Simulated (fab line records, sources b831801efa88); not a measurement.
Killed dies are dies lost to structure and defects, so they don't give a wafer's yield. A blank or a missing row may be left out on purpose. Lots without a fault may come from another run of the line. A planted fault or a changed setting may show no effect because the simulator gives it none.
One fault seen from 2 desks | flow sky130 | each desk has only its own numbers; what lay behind them comes last

THE TOOL OWNER'S DESK: rie_metal-04
The tool's own readings at SKY_CAPM_METAL_ETCH_13 (etches TiN in Cl2/BCl3, stops on SiO2, target depth 220 nm, time 62.9 s): means of the sampled wafers that have a number, for each lot that ran on this tool. A lot is out of limits, marked OUT, if its mean lies more than 4 standard deviations from the usual mean; the brackets give that distance.
Columns: A = chamber_pressure_mTorr at SKY_CAPM_METAL_ETCH_13, usual 10.000 mTorr; B = drypump_motor_current_A at SKY_CAPM_METAL_ETCH_13, usual 5.6 A; C = he_backside_leak_sccm at SKY_CAPM_METAL_ETCH_13, usual 3.3 sccm; D = oes_product_au at SKY_CAPM_METAL_ETCH_13, usual 0.939 a.u.; E = run_length_s at SKY_CAPM_METAL_ETCH_13, usual 91.3 s; F = throttle_valve_pct at SKY_CAPM_METAL_ETCH_13, usual 21.903 %
lot  | first seen here | A      | B   | C   | D     | E    | F
L235 | day 37 10:20    | 10.002 | 5.7 | 3.3 | 0.951 | 92.0 | 21.905
L240 | day 39 04:47    | 9.999  | 5.7 | 3.3 | 0.923 | 92.9 | 21.906
L256 | day 43 15:01    | 10.005 | 5.7 | 3.4 | 0.935 | 91.9 | 21.904
This desk's finding: nothing out of limits on any of the 3 lots.

THE METROLOGY DESK
What the gauges read, lot by lot, whatever tool the lot ran on: means of the sampled wafers that have a number. A lot is out of limits, marked OUT, if its mean lies more than 4 standard deviations from the usual mean; the brackets give that distance.
Columns: A = METAL2_ALCU_RS at SKY_METAL2_RS_MEAS_05, usual 0.1263 ohm/sq; B = cd_nm at SKY_METAL2_CD_MEAS_15, usual 140.3 nm
lot  | first seen here | A      | B
L235 | day 34 00:44    | 0.1265 | 140.6
L237 | day 35 00:07    | 0.1275 | 139.3
L240 | day 35 20:40    | 0.1256 | 140.3
L245 | day 37 02:50    | 0.1243 | 138.1
L247 | day 37 13:44    | 0.1272 | 139.7
L248 | day 38 03:01    | 0.1240 | 140.1
L250 | day 38 11:46    | 0.1243 | 143.5
L251 | day 39 05:04    | 0.1259 | 142.2
L252 | day 39 08:10    | 0.1289 | 139.2
L255 | day 40 03:26    | 0.1278 | 139.2
L256 | day 40 12:55    | 0.1250 | 140.4
L257 | day 40 14:45    | 0.1253 | 138.8
This desk's finding: nothing out of limits on any of the 12 lots.

PUT TOGETHER
The tool owner's desk saw nothing out of limits.
The metrology desk saw nothing out of limits.

WHAT THE SIMULATOR HAD PUT IN
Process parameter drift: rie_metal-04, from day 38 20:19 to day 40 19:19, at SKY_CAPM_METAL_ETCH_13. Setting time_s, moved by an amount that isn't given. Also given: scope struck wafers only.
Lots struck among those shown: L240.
